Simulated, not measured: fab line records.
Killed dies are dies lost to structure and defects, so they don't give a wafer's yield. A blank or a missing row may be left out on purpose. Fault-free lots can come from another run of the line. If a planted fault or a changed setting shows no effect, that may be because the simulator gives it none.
Problem report, 8D (eight disciplines) form, completed by code -- flow gf180mcu -- the parts of the form that need people (team, actions taken, sign-off) are left out

== 1. THE ISSUE ==
STI_CVD_03_THK at GF_STI_THK_MEAS_04 reads a mean of 190.8 nm on 6 wafers of 2 lots; wafers without a fault read 207.2 nm with a standard deviation of 1.7. Relative to the usual mean, that is a shift of -9.6 standard deviations.
Earliest sighting: wafer L126.2 on film_metro-01 at day 4 12:12. The record holds 33 wafers of 11 lots with a number at this step. Rule for "out", or "out of limits": more than 4 standard deviations from the usual mean. The rest of the wafers with a number are treated as sound.

== 2. WHAT IT IS, WHAT IT ISN'T ==
question,is,is not
which readings at this step,STI_CVD_03_THK,-
which lots,"L126, L128","L112, L113, L114, L118, L125, L129, L130, L132, L134"
which wafers of those lots,all that have a number,-
read on which gauges,film_metro-01,"film_metro-02, film_metro-04"
when,from day 4 12:12,"up to then (15 sound wafers); but 12 sound wafers of L129, L130, L132, L134 came after"

== 3. WHAT RULES OUT EACH SUSPECT ==
Counting: a tool at any process step up to the reading remains a suspect when it ran all the lots that are out and ran no sound lot after the first of those.
- the gauge at GF_STI_THK_MEAS_04 is ruled out. All the wafers that are out were read on film_metro-01, but those of them that GF_STI_CVD_03 has rows for are out there too, on other tools.
- lpcvd-02 at GF_STI_CVD_03 (deposits Si3N4 from DCS/NH3, target thk 207.16 nm, time 3551 s): kept. Every lot that is out went through it, starting with L126 (day 4 10:13), and after that it ran no sound lot; the last sound lot it ran before then is L125 (day 4 04:34). Out on those wafers are its own readings of spike_tc_centre_C, zone_power_centre_pct, zone_power_upper_pct.
After counting, what remains is lpcvd-02 at GF_STI_CVD_03.

== 4. THE CAUSE (what the simulator had put in) ==
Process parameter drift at GF_STI_CVD_03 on lpcvd-02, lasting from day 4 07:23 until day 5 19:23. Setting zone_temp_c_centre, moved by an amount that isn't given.
This tool alone remained once counting was done.

== 5. SEQUENCE OF EFFECTS, ordered by route ==
Each row: a reading whose mean over the struck wafers that have a number lies more than 3 standard deviations from the usual. Only readings whose record carries a usual standard deviation are examined. hours: median over the lots of the time between each lot's start at the first step of this table that gives one and its start at this step. sigmas: the change, counted in usual standard deviations.
hours,step,reading,usual,on struck wafers,change,sigmas
0,GF_STI_CVD_03,spike_tc_centre_C,768.9 C,739.9,-29.0,-21
0,GF_STI_CVD_03,zone_power_centre_pct,13.3 %,6.1,-7.2,-12
0,GF_STI_CVD_03,zone_power_lower_pct,13.0 %,18.9,+5.9,+3.7
0,GF_STI_CVD_03,zone_power_upper_pct,12.0 %,15.2,+3.2,+6.2
2,GF_STI_THK_MEAS_04,STI_CVD_03_THK,207.2 nm,190.8,-16.4,-9.6
16,GF_STI_ETCH_13,oes_product_au,0.832 a.u.,0.797,-0.035,-5.6
It contains these process steps:
- GF_STI_CVD_03: deposits Si3N4 from DCS/NH3, target thk 207.16 nm, time 3551 s.
- GF_STI_ETCH_13: etches the open film in CHF3/O2, stops on Si, target depth 282.31 nm, time 112.9 s.
Later measuring or inspecting steps at which every struck wafer that the step has a row for has a number for every such reading, and none has moved that far: GF_POLY_GATE_CD_MEAS_18.

== 6. WHAT WOULD HAVE CAUGHT IT SOONER ==
Counted from the fault's start at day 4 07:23, it took 5 hours until the first out-of-limits reading at a measuring or inspecting step in this record, taken at day 4 12:12.
The tool's own readings at GF_STI_CVD_03 were out on every struck wafer that the step has a row for (spike_tc_centre_C, zone_power_centre_pct, zone_power_upper_pct): an alarm limit on them would have fired on the first of those.
Of the lots that are out (2), L128 began GF_STI_CVD_03 on lpcvd-02 after day 4 12:12. Had the tool been put on hold then, it would have been spared.
